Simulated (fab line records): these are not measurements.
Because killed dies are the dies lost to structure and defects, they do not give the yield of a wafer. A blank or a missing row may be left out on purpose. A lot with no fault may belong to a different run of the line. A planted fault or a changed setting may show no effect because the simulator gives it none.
A struck lot beside a sound one -- flow sky130 -- 18 out of 708 route steps
Sound: wafers L351.1, L351.5, L351.6. Struck: wafer L364.5 (left out: L364.2, L364.3 of the same lot, which were not struck); the cause appears at the end.
At each step with rows: each side's tool, then ch and its chambers, then its first start. Under that, the readings that differ: sound wafers -- struck wafers -- difference of the means -- sigmas: that difference in standard deviations of wafers without a fault.
alike: readings with means less than 2 such deviations apart, plus words and numbers identical on both sides. not compared: withheld readings, readings lacking a value on some wafer, bounds such as >300 that could conceal the same value, and numbers that have no deviation in the record and whose values overlap.
Wherever a step has rows on one side only, a row that says differs or no value, or a row with sigmas, the two part there. When numbers do not overlap yet have no deviation, they are printed without sigmas and do not part them. A reading that every wafer of one side lacks parts them only if that side has two wafers or more.

first, 1 step without rows for these wafers: SKY_FIELD_ISO_DEVELOP_12 (develop time 60 s).
SKY_FIELD_ISO_CD_MEAS_13: target cd 150 nm.
  sound: cd sem-02 at day 2 03:25; struck: cd sem-02 at day 5 00:20
  alike: cd nm
SKY_FIELD_ISO_ETCH_14: etches BARC in N2/H2, stops on SiO2, time 45.9 s, target depth 60 nm.
  sound on rie diel-03 ch 1,2,3, day 2 03:32; struck on rie diel-04 ch 3, day 5 00:26
  alike: chamber pressure mTorr, drypump motor current A, oes product au, throttle valve pct
  not compared: rf hours counter h
SKY_FIELD_ISO_ETCH_15: etches the open film in CHF3/O2, stops on Si, target depth 180 nm, time 72 s.
  sound on rie diel-03 ch 1,2,3, day 2 03:35; struck on rie diel-04 ch 3, day 5 00:29
reading,sound,struck,difference,sigmas
chamber pressure mTorr (mTorr),39.96 39.94 39.99,40.04,+0.08,+2
oes product au (a.u.),0.880 0.889 0.888,0.903,+0.017,+2
  alike: O2_flow_sccm, drypump motor current A, throttle valve pct
  not compared: rf hours counter h
SKY_FIELD_ISO_STRIP_16: strips in O2/N2.
  sound on plasma asher-01 ch 0,1, day 2 03:38; struck on plasma asher-03 ch 0, day 5 00:32
  alike: chamber pressure mTorr, drypump motor current A, oes product au, strip time to endpoint s
  not compared: rf hours counter h
SKY_FIELD_ISO_ETCH_17: etches Si in HBr/Cl2/O2, target depth 342 nm, time 97.7 s.
  sound on rie si-02 ch 2,3, day 2 03:44; struck on rie si-02 ch 1, day 5 00:38
reading,sound,struck,difference,sigmas
O2_flow_sccm (sccm),6.016 6.004 5.996,5.948,-0.057,-3
  alike: chamber pressure mTorr, drypump motor current A, mfc cl2 sccm, oes product au, throttle valve pct
  not compared: rf hours counter h
then, 5 steps without rows for these wafers: SKY_FIELD_ISO_WET_ETCH_18 (etches Si3N4 in H3PO4, target depth 25 nm, time 286 s); SKY_FIELD_ISO_CLEAN_19 (cleans in SC1/SC2, time 150 s); SKY_FIELD_ISO_CLEAN_20 (cleans in dHF, time 20 s); SKY_FIELD_ISO_WET_ETCH_21 (etches SiO2 in dHF, target depth 20 nm, time 400 s); SKY_FIELD_ISO_OXIDATION_22 (stabilise 600 s, purge 300 s, target thk 10 nm).
SKY_FIELD_ISO_THK_MEAS_23:
  sound: film metro-02 at day 2 05:24; struck: film metro-02 at day 5 04:06
  alike: FIELD_ISO_OXIDATION_01_THK
SKY_FIELD_ISO_CVD_24: deposits SiO2, target thk 595 nm, time 99.2 s.
  sound on hdpcvd-02 ch 1,2, day 2 05:28; struck on hdpcvd-02 ch 0, day 5 04:09
reading,sound,struck,difference,sigmas
model.SiO2_of_FIELD_ISO_CVD_24.thk nm (nm),601.9 598 599.1,878.2,+278.5,
  alike: susceptor temp C
SKY_FIELD_ISO_THK_MEAS_25:
  sound: film metro-01 at day 2 05:34; struck: film metro-03 at day 5 04:14
reading,sound,struck,difference,sigmas
FIELD_ISO_CVD_24_THK (nm),602 598 599,879,+279,+39
then, 1 step without rows for these wafers: SKY_FIELD_ISO_ANNEAL_26 (time 1800 s).
SKY_FIELD_ISO_CMP_27: polishes, stops on Si3N4, t overpolish 16 s, target thk 457.8 nm.
  sound on cmp-02 ch 0,3, day 2 07:13; struck on cmp-02 ch 3, day 5 06:29
reading,sound,struck,difference,sigmas
time to endpoint s (s),116 116 116,167,+51,+15
  alike: edge zone pressure frac, motor current A
then, 1 step without rows for these wafers: SKY_FIELD_ISO_WET_ETCH_28 (etches SiO2 in dHF, target depth 23.7 nm, time 47 s).
-- here the record skips 44 days between the struck wafers' starts before and after, leaving off in module FIELD_ISO and picking up in module PAD_OPEN (first step shown: number 708 of the route) --
SKY_PAD_OPEN_PROBE_99:
  sound: prober-02 at day 45 14:08; struck: prober-02 at day 48 23:11
reading,sound,struck,difference,sigmas
killed_at_M4_up,2 1 0,6,+5,+2
killed at other,1 3 1,0,-2,-3
  alike: killed_at_M0_to_M3, killed at contacts, killed at front end, killed dies, killed open, killed short

== WHERE THEY PART ==
Last at SKY_PAD_OPEN_PROBE_99 as far as this record goes, first at SKY_FIELD_ISO_ETCH_15.

WHY: whatever the simulator had introduced
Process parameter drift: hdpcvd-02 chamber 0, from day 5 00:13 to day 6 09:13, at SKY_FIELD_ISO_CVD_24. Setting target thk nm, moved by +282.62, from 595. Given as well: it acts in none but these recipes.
